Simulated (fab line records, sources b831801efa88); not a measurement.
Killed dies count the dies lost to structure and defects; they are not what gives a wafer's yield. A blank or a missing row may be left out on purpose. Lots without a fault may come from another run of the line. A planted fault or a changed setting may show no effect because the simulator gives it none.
A lot that was struck, set against a sound lot	flow sky130	15 out of 708 route steps
Sound: wafers L512.2, L512.3, L512.4. Wafers L516.2, L516.4, L516.5 were the ones struck. Last of all comes the cause.
At each step with rows: each side's tool, then ch and its chambers, then its first start. Under that, the readings that differ: sound wafers	struck wafers	difference of the means	sigmas: that difference in standard deviations of wafers without a fault.
alike: words and numbers the same on both sides, and readings whose means are apart by under 2 such deviations; not compared: readings that were withheld, readings missing a value for some wafer, numbers with overlapping values and no deviation given by the record, and bounds like >300 which may hide the same value.
Wherever a step has rows on one side only, a row that says differs or no value, or a row with sigmas, the two part there. Numbers that have no deviation but don't overlap get no sigmas and don't part them. Lack of a reading on every wafer of one side parts them only where that side has two or more wafers.

SKY_POLY_GATE_CD_MEAS_22:
  struck on cd-sem-02, day 18 10:52; sound on cd-sem-02, day 17 10:38
  alike: cd-nm
then, 7 steps without rows for these wafers: SKY_LDD_N_DEHYDRATE_00 (time 60 s); SKY_LDD_N_HMDS_01 (prime time 60 s); SKY_LDD_N_COAT_02 (resist thk 300 nm); SKY_LDD_N_SOFTBAKE_03 (time 60 s); SKY_LDD_N_EXPOSE_04 (exposes mask NTM, target cd 840 nm); SKY_LDD_N_PEB_05; SKY_LDD_N_DEVELOP_06 (develop time 60 s).
SKY_LDD_N_OVL_MEAS_07:
  struck on overlay-01, day 19 17:14; sound on overlay-01, day 18 16:43
  alike: LDD_N_OVL
then, 3 steps without rows for these wafers: SKY_LDD_N_IMPLANT_08; SKY_LDD_N_IMPLANT_09; SKY_LDD_N_IMPLANT_10.
SKY_LDD_N_IMPLANT_11:
  sound on implanter-01 ch 0, day 18 17:13; struck on implanter-01 ch 0, day 19 17:44
reading	sound	struck	difference	sigmas
dose-ions-cm2	7.509e+13 7.494e+13 7.497e+13	8.45e+13 8.457e+13 8.442e+13	+9.50e+12	+99 or more
faraday-current-uA	415 424 428	469 489 483	+58	+7
  alike: end-station-pressure-torr
next, for these wafers, 1 step has no rows: SKY_LDD_N_IMPLANT_12.
-- record jumps: 28 days separate the struck wafers' starts on either side; left off in module LDD_N, taken up again in module PAD_OPEN, whose first shown step is the route's number 708 --
SKY_PAD_OPEN_PROBE_99:
  struck on prober-01, day 47 09:37; sound on prober-01, day 46 14:31
  alike: killed_at_M0_to_M3, killed_at_M4_up, killed-at-contacts, killed-at-front-end, killed-at-other, killed-dies, killed-open, killed-short
  not compared: model.etest.tip-n.rs-ohm-sq

## WHERE THEY PART
Within this record, at SKY_LDD_N_IMPLANT_11 only. Later steps at which nothing parts them and some readings are alike: SKY_PAD_OPEN_PROBE_99.

WHY: what had been put in by the simulator
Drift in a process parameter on implanter-01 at SKY_LDD_N_IMPLANT_11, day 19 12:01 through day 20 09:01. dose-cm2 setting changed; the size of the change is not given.
